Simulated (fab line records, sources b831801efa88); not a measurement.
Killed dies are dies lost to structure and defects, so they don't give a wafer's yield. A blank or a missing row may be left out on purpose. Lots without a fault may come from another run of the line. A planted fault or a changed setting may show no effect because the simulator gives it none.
fab line records | flow sky130
record lots=6 wafers=18 last_day=50
route steps=708 shown LI_CONTACT@370 PAD_OPEN@708
lots that met no fault: from a run of the same line without faults
start_h: hours from the record's first day to the start of the lot's first wafer shown | wait_h: hours since the lot's step before | " the same as in the row above | L1.1+2: a row that stands for several wafers | - no value, or no start given | * or withheld: withheld | < > ~ a bound
route shown NAME@n: a module of which the file shows steps, and the number in the route of the first | usual: mean/standard deviation of fault-free wafers | same: alike in all rows | chamber/n: place in a boat | sites: the reading at each site | _std_site: their standard deviation | _edge_site: outer sites' mean less inner sites' | radius_mm: how far each site lies from the wafer's centre | mask NAME#n: copy n | behind: the tool/chamber that last shaped the wafer | hold: why the lot was held/for how many hours/how that ended | device: the transistor (n, p or np) that didn't switch | end of line: the same wafers' tests at the end of the route | a step without rows: its recipe alone | killed: dies lost to structure and defects at the first sort, not the wafer's yield | map: a wafer's dies, x killed, . not, _ none there
set.NAME: the setting as run; set.NAME@STEP: as run at that earlier step | model.NAME: the simulator's own value behind a step, which no gauge read
lots at some steps of the route; a table a step, a row a wafer
services: from which hour (start_h, from the record's first day; less than 0 if before it) a tool's chamber was out of use, for how many hours, and why
## steps
# step SKY_LI_CONTACT_SOFTBAKE_08
# recipe temp_c=100 time_s=90 resist=KrF-thick
# step SKY_LI_CONTACT_EXPOSE_09
# recipe mask_id=LICM1 na=0.8 source_shape=annular sigma_inner=0.55 sigma_outer=0.85 target_cd_nm=170 dose_mj=38
# step SKY_LI_CONTACT_PEB_10
# recipe peb_temp_c=withheld peb_time_s=withheld resist=KrF-thick
# step SKY_LI_CONTACT_DEVELOP_11
# recipe develop_time_s=60 resist=KrF-thick dev_temp_c=21
# step SKY_LI_CONTACT_CD_MEAS_12
# recipe target_cd_nm=170
# usual cd_nm=170.0/1.2
# columns lot.wafer tool chamber start_h wait_h cd_nm
L539.3 cd_sem-01 - 695.99 - 168.0
L539.5 " - " " 170.2
L539.6 " - " " 169.9
L542.2 cd_sem-01 - 726.38 - 169.4
L542.3 " - " " 169.6
L542.5 " - " " 168.5
L543.3 cd_sem-01 - 729.63 - 169.3
L543.4 " - " " 168.9
L543.5 " - " " 168.6
L552.1 cd_sem-01 - 803.04 - 171.2
L552.2 " - " " 169.5
L552.6 " - " " 169.8
L554.1 cd_sem-02 - 814.41 - 170.5
L554.3 " - " " 168.9
L554.5 " - " " 170.0
L556.1 cd_sem-01 - 835.59 - 170.3
L556.4 " - " " 169.3
L556.6 " - " " 168.2
# step SKY_LI_CONTACT_OVL_MEAS_13
# usual LI_CONTACT_OVL=-1/5.7
# columns lot.wafer tool chamber start_h wait_h LI_CONTACT_OVL[nm]
L539.3 overlay-02 - 696.08 0.1 -8
L539.5 " - " " -9
L539.6 " - " " -5
L542.2 overlay-02 - 726.48 0.1 7
L542.3 " - " " 7
L542.5 " - " " 7
L543.3 overlay-01 - 729.72 0.1 -6
L543.4 " - " " 3
L543.5 " - " " 3
L552.1 overlay-02 - 803.16 0.1 -7
L552.2 " - " " -6
L552.6 " - " " -9
L554.1 overlay-02 - 814.53 0.1 -8
L554.3 " - " " -8
L554.5 " - " " -13
L556.1 overlay-02 - 835.71 0.1 -5
L556.4 " - " " -2
L556.6 " - " " -5
# step SKY_LI_CONTACT_ETCH_14
# recipe chemistry=N2/H2 target=BARC ion_energy_ev=200 source_w=500 bias_w=100 pressure_mtorr=30 n2_flow_sccm=100 h2_flow_sccm=200 stop_on=SiO2 time_s=45.9 target_depth_a=600
# usual drypump_motor_current_A=5.7/0.34 oes_product_au=0.855/0.0051 throttle_valve_pct=13.224/0.0097
# columns lot.wafer tool chamber start_h wait_h drypump_motor_current_A oes_product_au rf_hours_counter_h throttle_valve_pct
L539.3 rie_diel-01 0 696.11 0.0 5.6 0.853 32 13.222
L539.5 " 1 " " 5.4 0.852 - 13.207
L539.6 " 0 " " 5.6 0.852 - 13.229
L542.2 rie_diel-04 3 726.51 0.0 5.8 0.854 1 13.222
L542.3 " 2 " " 6.0 0.861 2 13.237
L542.5 " 1 " " 5.7 0.862 - 13.244
L543.3 rie_diel-01 2 729.74 0.0 5.9 0.849 6 13.229
L543.4 " 2 " " 5.9 0.859 - 13.223
L543.5 " 3 " " 6.0 0.854 - 13.219
L552.1 rie_diel-01 2 803.19 0.0 5.9 0.839 7 13.234
L552.2 " 1 " " 5.4 0.851 1 13.221
L552.6 " 1 " " 5.4 0.853 - 13.222
L554.1 rie_diel-02 2 814.56 0.0 6.0 0.855 5 13.218
L554.3 " 1 " " 5.8 0.858 1 13.213
L554.5 " 0 " " 4.8 0.860 - 13.224
L556.1 rie_diel-04 2 835.74 0.0 6.0 0.854 5 13.212
L556.4 " 0 " " 5.5 0.854 6 13.222
L556.6 " 1 " " 5.8 0.851 - 13.209
# step SKY_LI_CONTACT_ETCH_15
# recipe target=PSG chemistry=C4F8/O2/Ar stop_on=Si taper_deg=4.15 mask_material=KrF-thick source_w=1500 bias_w=1200 pressure_mtorr=40 c4f8_flow_sccm=withheld O2_flow_sccm=6 Ar_flow_sccm=300 time_s=withheld target_depth_a=6000
# usual oes_product_au=0.837/0.0048
# columns lot.wafer tool chamber start_h wait_h oes_product_au
L539.3 rie_diel-01 0 696.15 0.0 0.844
L539.5 " 1 " " 0.841
L539.6 " 0 " " 0.837
L542.2 rie_diel-04 3 726.55 0.0 0.838
L542.3 " 2 " " 0.839
L542.5 " 1 " " 0.831
L543.3 rie_diel-01 2 729.78 0.0 0.829
L543.4 " 2 " " 0.831
L543.5 " 3 " " 0.843
L552.1 rie_diel-01 2 803.23 0.0 0.835
L552.2 " 1 " " 0.842
L552.6 " 1 " " 0.837
L554.1 rie_diel-02 2 814.60 0.0 0.849
L554.3 " 1 " " 0.832
L554.5 " 0 " " 0.833
L556.1 rie_diel-04 2 835.78 0.0 0.837
L556.4 " 0 " " 0.834
L556.6 " 1 " " 0.847
# step SKY_LI_CONTACT_STRIP_16
# recipe chemistry=O2/N2 power_w=1400 pressure_mtorr=1500 platen_temp_c=withheld o2_flow_sccm=3000 n2_flow_sccm=300 overash_fraction=0.5
# usual drypump_motor_current_A=5.6/0.49 oes_product_au=0.376/0.005 strip_time_to_endpoint_s=3.49/0.049
# columns lot.wafer tool chamber start_h wait_h drypump_motor_current_A oes_product_au rf_hours_counter_h strip_time_to_endpoint_s
L539.3 plasma_asher-03 0 696.27 - 5.3 0.371 - 3.49
L539.5 " 0 " " 5.3 0.371 - 3.48
L539.6 " 1 " " 5.2 0.381 - 3.48
L542.2 plasma_asher-03 1 726.64 - 5.2 0.382 97 3.54
L542.3 " 0 " " 5.3 0.373 - 3.54
L542.5 " 1 " " 5.2 0.373 - 3.49
L543.3 plasma_asher-02 0 729.90 - 4.9 0.379 - 3.40
L543.4 " 1 " " 6.1 0.366 - 3.40
L543.5 " 0 " " 4.9 0.374 - 3.52
L552.1 plasma_asher-01 0 803.32 - 6.1 0.364 37 3.42
L552.2 " 1 " " 5.7 0.382 37 3.50
L552.6 " 0 " " 6.1 0.378 - 3.47
L554.1 plasma_asher-01 1 814.69 - 5.7 0.377 38 3.50
L554.3 " 0 " " 6.1 0.384 - 3.55
L554.5 " 0 " " 6.1 0.382 - 3.56
L556.1 plasma_asher-02 0 835.87 - 4.9 0.387 102 3.54
L556.4 " 1 " " 6.1 0.373 - 3.49
L556.6 " 1 " " 6.2 0.369 - 3.47
# step SKY_LI_CONTACT_CLEAN_17
# recipe chemistry=NMP time_s=600 temp_c=60 dry=n2_spin
# step SKY_LI_CONTACT_PRE_CLEAN_18
# recipe gas=Ar time_s=5.6 bias_v=358
# step SKY_LI_CONTACT_SPUTTER_19
# recipe material=Ti target_thk_nm=20 chamber_pressure_pa=5 power_w=2500 substrate_temp_c=200 time_s=106.37
# usual cathode_dc_power_W=2500.0/0.46 chamber_pressure_pa=5.000/0.011 throttle_valve_pct=29.9/1.3
# columns lot.wafer tool chamber start_h wait_h cathode_dc_power_W chamber_pressure_pa throttle_valve_pct
L539.3 pvd_sputter-04 - 696.54 0.0 2500.2 5.007 30.0
L539.5 " - " " 2499.4 4.978 30.8
L539.6 " - " " 2500.0 5.005 29.5
L542.2 pvd_sputter-01 - 726.93 0.0 2499.2 4.996 30.0
L542.3 " - " " 2500.0 5.006 32.5
L542.5 " - " " 2499.5 4.997 30.1
L543.3 pvd_sputter-04 - 730.18 0.0 2499.8 4.996 30.9
L543.4 " - " " 2499.7 5.014 29.2
L543.5 " - " " 2500.0 5.013 29.6
L552.1 pvd_sputter-01 - 803.63 0.0 2500.7 5.006 29.8
L552.2 " - " " 2500.0 5.005 32.6
L552.6 " - " " 2500.0 5.016 30.1
L554.1 pvd_sputter-04 - 814.98 0.0 2499.3 4.997 29.3
L554.3 " - " " 2500.1 5.006 30.2
L554.5 " - " " 2501.0 5.002 29.9
L556.1 pvd_sputter-01 - 836.16 0.0 2500.4 4.980 29.9
L556.4 " - " " 2500.3 4.999 28.5
L556.6 " - " " 2499.4 4.999 32.5
# step SKY_LI_CONTACT_SPUTTER_20
# recipe material=TiN target_thk_nm=20 chamber_pressure_pa=5 power_w=4000 time_s=80
# usual cathode_dc_power_W=4000.1/0.69 chamber_pressure_pa=4.999/0.011 throttle_valve_pct=29.9/1.3
# columns lot.wafer tool chamber start_h wait_h cathode_dc_power_W chamber_pressure_pa throttle_valve_pct
L539.3 pvd_sputter-04 - 696.62 0.0 4000.6 4.994 29.7
L539.5 " - " " 4001.2 4.997 31.1
L539.6 " - " " 3999.6 5.004 29.4
L542.2 pvd_sputter-01 - 727.01 0.0 - - -
L542.3 " - " " - - -
L542.5 " - " " - - -
L543.3 pvd_sputter-04 - 730.26 0.0 - - -
L543.4 " - " " - - -
L543.5 " - " " - - -
L552.1 pvd_sputter-01 - 803.71 0.0 4000.3 4.990 29.9
L552.2 " - " " 4000.4 5.008 32.3
L552.6 " - " " 3999.3 4.997 29.9
L554.1 pvd_sputter-04 - 815.06 0.0 4000.5 4.997 29.3
L554.3 " - " " 4000.1 5.002 30.0
L554.5 " - " " 3999.9 4.989 30.1
L556.1 pvd_sputter-01 - 836.24 0.0 3999.4 5.003 29.8
L556.4 " - " " 4000.5 4.999 28.6
L556.6 " - " " 4001.0 4.999 32.5
# step SKY_LI_CONTACT_CVD_21
# recipe material=W target_thk_nm=400 time_s=120.56 temp_c=400 pressure_torr=40
# usual heater_power_outer_w=512/54 heater_power_w=835/73
# columns lot.wafer tool chamber start_h wait_h heater_power_outer_w heater_power_w
L539.3 cvd_w-01 1 696.72 0.1 460 847
L539.5 " 0 " " 543 928
L539.6 " 1 " " 468 818
L542.2 cvd_w-02 0 727.11 0.1 571 862
L542.3 " 0 " " 557 849
L542.5 " 0 " " 550 862
L543.3 cvd_w-02 0 730.40 0.1 566 824
L543.4 " 0 " " 557 865
L543.5 " 0 " " 562 857
L552.1 cvd_w-02 1 803.77 0.0 437 697
L552.2 " 0 " " 547 833
L552.6 " 1 " " 453 710
L554.1 cvd_w-02 0 815.12 0.0 571 867
L554.3 " 0 " " 560 839
L554.5 " 0 " " 559 870
L556.1 cvd_w-01 0 836.30 0.0 561 920
L556.4 " 0 " " 558 918
L556.6 " 1 " " 476 861
# step SKY_PAD_OPEN_PROBE_99
# usual killed_at_M0_to_M3=43/6.7 killed_at_M4_up=3.1/1.9 killed_at_contacts=25/5 killed_at_front_end=15/4 killed_at_other=0.4/0.69 killed_dies=87/9.2 killed_on_rim=17/3.6 killed_open=46/7.1 killed_short=40/6.8
# same gross_dies=492 killed_at_back_side=0
# columns lot.wafer tool chamber start_h wait_h killed_at_M0_to_M3 killed_at_M4_up killed_at_contacts killed_at_front_end killed_at_other killed_dies killed_on_rim killed_open killed_short
L539.3 prober-01 - 1092.62 0.2 56 1 39 16 0 112 27 64 47
L539.5 prober-01 - 1092.72 0.2 45 2 16 20 1 84 17 41 43
L539.6 prober-01 - 1092.77 0.2 46 3 27 18 0 94 21 54 40
L542.2 prober-02 - 1116.17 0.1 50 2 417 23 0 492 96 48 40
L542.3 prober-02 - 1116.22 0.2 42 0 433 16 1 492 96 43 39
L542.5 prober-02 - 1116.32 0.2 35 3 434 19 1 492 96 36 36
L543.3 prober-01 - 1116.98 0.2 48 1 432 11 0 492 96 46 39
L543.4 prober-01 - 1117.03 0.2 37 0 437 18 0 492 96 39 43
L543.5 prober-01 - 1117.08 0.2 61 2 416 13 0 492 96 51 50
L556.1 prober-02 - 1190.76 0.1 44 3 28 20 1 96 11 57 39
L556.4 prober-02 - 1190.91 0.2 44 4 24 11 0 83 14 50 33
L556.6 prober-02 - 1191.01 0.2 52 4 26 15 0 97 22 50 47
# killed by level:class
L539.3 LI_CONTACT:geometric_particle:open=11 CONTACT:geometric_particle:open=11 VIA2:geometric_particle:open=10 VIA1:geometric_particle:open=8 CONTACT:geometric_particle:short=7 METAL2:geometric_particle:short=7 VIA3:geometric_particle:open=7 LOCAL_INTERCONNECT:geometric_particle:short=6
L539.5 VIA1:geometric_particle:open=12 METAL2:geometric_particle:short=9 LI_CONTACT:geometric_particle:open=6 FIELD_ISO:geometric_particle:short=5 POLY_GATE:geometric_particle:open=5 CONTACT:geometric_particle:short=4 METAL1:geometric_particle:short=4 VIA1:geometric_particle:short=4
L539.6 METAL2:geometric_particle:short=11 VIA2:geometric_particle:open=11 LI_CONTACT:geometric_particle:open=10 CONTACT:geometric_particle:open=10 VIA3:geometric_particle:short=6 VIA1:geometric_particle:open=5 FIELD_ISO:geometric_particle:short=4 POLY_GATE:geometric_particle:short=4
L542.2 LI_CONTACT:area_sputter=404 VIA1:geometric_particle:short=12 VIA1:geometric_particle:open=10 FIELD_ISO:geometric_particle:open=8 METAL2:geometric_particle:short=7 VIA2:geometric_particle:open=6 FIELD_ISO:geometric_particle:short=5 LI_CONTACT:geometric_particle:open=5
L542.3 LI_CONTACT:area_sputter=410 CONTACT:geometric_particle:open=8 CONTACT:geometric_particle:short=6 VIA1:geometric_particle:short=6 VIA2:geometric_particle:open=6 POLY_GATE:geometric_particle:short=5 LI_CONTACT:geometric_particle:open=5 METAL1:geometric_particle:short=5
L542.5 LI_CONTACT:area_sputter=420 CONTACT:geometric_particle:open=6 POLY_GATE:geometric_particle:open=5 VIA1:geometric_particle:open=5 VIA2:geometric_particle:open=5 METAL3:geometric_particle:short=5 FIELD_ISO:geometric_particle:open=4 LI_CONTACT:geometric_particle:open=4
L543.3 LI_CONTACT:area_sputter=407 METAL1:geometric_particle:short=10 VIA3:geometric_particle:open=9 CONTACT:geometric_particle:open=9 LI_CONTACT:geometric_particle:open=8 VIA1:geometric_particle:open=7 CONTACT:geometric_particle:short=6 METAL2:geometric_particle:short=6
L543.4 LI_CONTACT:area_sputter=409 VIA3:geometric_particle:open=9 CONTACT:geometric_particle:open=9 LOCAL_INTERCONNECT:geometric_particle:short=8 FIELD_ISO:geometric_particle:short=7 VIA1:geometric_particle:open=5 VIA2:geometric_particle:open=5 FIELD_ISO:geometric_particle:open=4
L543.5 LI_CONTACT:area_sputter=390 METAL2:geometric_particle:short=14 VIA1:geometric_particle:open=11 METAL1:geometric_particle:short=9 VIA3:geometric_particle:open=9 LI_CONTACT:geometric_particle:open=7 CONTACT:geometric_particle:open=7 LOCAL_INTERCONNECT:geometric_particle:short=5
L556.1 CONTACT:geometric_particle:open=13 VIA1:geometric_particle:open=12 VIA3:geometric_particle:open=9 LI_CONTACT:geometric_particle:open=7 FIELD_ISO:geometric_particle:short=6 POLY_GATE:geometric_particle:open=5 POLY_GATE:geometric_particle:short=5 CONTACT:geometric_particle:short=5
L556.4 VIA3:geometric_particle:open=12 CONTACT:geometric_particle:open=11 VIA1:geometric_particle:open=11 CONTACT:geometric_particle:short=5 VIA1:geometric_particle:short=5 FIELD_ISO:geometric_particle:short=4 LI_CONTACT:geometric_particle:open=4 FIELD_ISO:geometric_particle:open=3
L556.6 VIA1:geometric_particle:open=15 CONTACT:geometric_particle:short=7 LI_CONTACT:geometric_particle:open=7 VIA1:geometric_particle:short=7 VIA2:geometric_particle:open=7 CONTACT:geometric_particle:open=6 FIELD_ISO:geometric_particle:short=5 FIELD_ISO:geometric_particle:open=4
# map L542.2 (x killed, . not)
__________xxxxxxxxxx_________
________xxxxxxxxxxxxxx_______
______xxxxxxxxxxxxxxxxxx_____
_____xxxxxxxxxxxxxxxxxxxx____
____xxxxxxxxxxxxxxxxxxxxxx___
___xxxxxxxxxxxxxxxxxxxxxxxx__
__xxxxxxxxxxxxxxxxxxxxxxxxxx_
_xxxxxxxxxxxxxxxxxxxxxxxxxxxx
_xxxxxxxxxxxxxxxxxxxxxxxxxxxx
_xxxxxxxxxxxxxxxxxxxxxxxxxxxx
_xxxxxxxxxxxxxxxxxxxxxxxxxxxx
_xxxxxxxxxxxxxxxxxxxxxxxxxxxx
_xxxxxxxxxxxxxxxxxxxxxxxxxxxx
_xxxxxxxxxxxxxxxxxxxxxxxxxxxx
_xxxxxxxxxxxxxxxxxxxxxxxxxxxx
__xxxxxxxxxxxxxxxxxxxxxxxxxx_
___xxxxxxxxxxxxxxxxxxxxxxxx__
____xxxxxxxxxxxxxxxxxxxxxx___
_____xxxxxxxxxxxxxxxxxxxx____
______xxxxxxxxxxxxxxxxxx_____
________xxxxxxxxxxxxxx_______
__________xxxxxxxxxx_________
# map L543.3 (x killed, . not)
__________xxxxxxxxxx_________
________xxxxxxxxxxxxxx_______
______xxxxxxxxxxxxxxxxxx_____
_____xxxxxxxxxxxxxxxxxxxx____
____xxxxxxxxxxxxxxxxxxxxxx___
___xxxxxxxxxxxxxxxxxxxxxxxx__
__xxxxxxxxxxxxxxxxxxxxxxxxxx_
_xxxxxxxxxxxxxxxxxxxxxxxxxxxx
_xxxxxxxxxxxxxxxxxxxxxxxxxxxx
_xxxxxxxxxxxxxxxxxxxxxxxxxxxx
_xxxxxxxxxxxxxxxxxxxxxxxxxxxx
_xxxxxxxxxxxxxxxxxxxxxxxxxxxx
_xxxxxxxxxxxxxxxxxxxxxxxxxxxx
_xxxxxxxxxxxxxxxxxxxxxxxxxxxx
_xxxxxxxxxxxxxxxxxxxxxxxxxxxx
__xxxxxxxxxxxxxxxxxxxxxxxxxx_
___xxxxxxxxxxxxxxxxxxxxxxxx__
____xxxxxxxxxxxxxxxxxxxxxx___
_____xxxxxxxxxxxxxxxxxxxx____
______xxxxxxxxxxxxxxxxxx_____
________xxxxxxxxxxxxxx_______
__________xxxxxxxxxx_________
## services
# columns tool chamber start_h hours kind
rie_diel-01 3 674.53 6.9 repair
rie_diel-01 0 680.12 9.9 repair
cvd_w-02 0 692.46 9.8 repair
cvd_w-02 1 696.29 1.3 repair
rie_diel-02 0 697.32 6.4 repair
rie_diel-01 - 714.24 5.7 repair
plasma_asher-03 - 717.84 0.6 repair
rie_diel-04 0 720.72 6.9 repair
cvd_w-02 1 727.02 6.3 repair
rie_diel-01 0 728.48 3.9 repair
plasma_asher-03 - 733.75 9.0 pm
rie_diel-01 0 738.54 7.4 repair
rie_diel-02 - 740.99 1.0 repair
plasma_asher-03 - 745.64 1.0 repair
rie_diel-01 1 745.94 - clean
rie_diel-01 1 745.94 17.3 scheduled_down
rie_diel-04 - 746.43 0.2 repair
rie_diel-04 3 751.60 4.7 repair
cvd_w-02 - 758.38 0.9 repair
rie_diel-01 2 772.10 7.7 repair
rie_diel-04 - 775.82 1.0 repair
rie_diel-01 0 791.59 8.7 repair
cvd_w-02 - 822.36 6.9 pm
plasma_asher-03 - 823.44 1.9 repair
## key
first_sign step=SKY_LI_CONTACT_SPUTTER_20 reading=tool_record direction=missing
effect step=SKY_PAD_OPEN_PROBE_99 reading=killed_at_contacts direction=up sigmas=81 usual=25 struck=428
more_kills_born_at SKY_LI_CONTACT_SPUTTER_20@pvd_sputter-01=1232 SKY_LI_CONTACT_SPUTTER_20@pvd_sputter-04=1205
met_at SKY_LI_CONTACT_SPUTTER_20
struck_wafers L542.2,L542.3,L542.5,L543.3,L543.4,L543.5
later_rows_left_out L542.2,L542.3,L542.5,L543.3,L543.4,L543.5
tester_left_out L542,L543
onset_between 696.62 727.01
fault kind=skipped_step_whole tool=pvd_sputter-01,pvd_sputter-04 chamber=- onset_h=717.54 steps=SKY_LI_CONTACT_SPUTTER_20 scope=struck_lots_only
# tester_left_out: of these lots the tester's yield and bins aren't shown, on N5 and GAA mostly nor the transistor test; their killed dies are dies lost to structure and defects alone, not to doping, threshold or leakage, so they don't give the yield
# later_rows_left_out: the simulator's readings of these wafers behind a module that went badly wrong aren't trusted and aren't shown, but for the sort
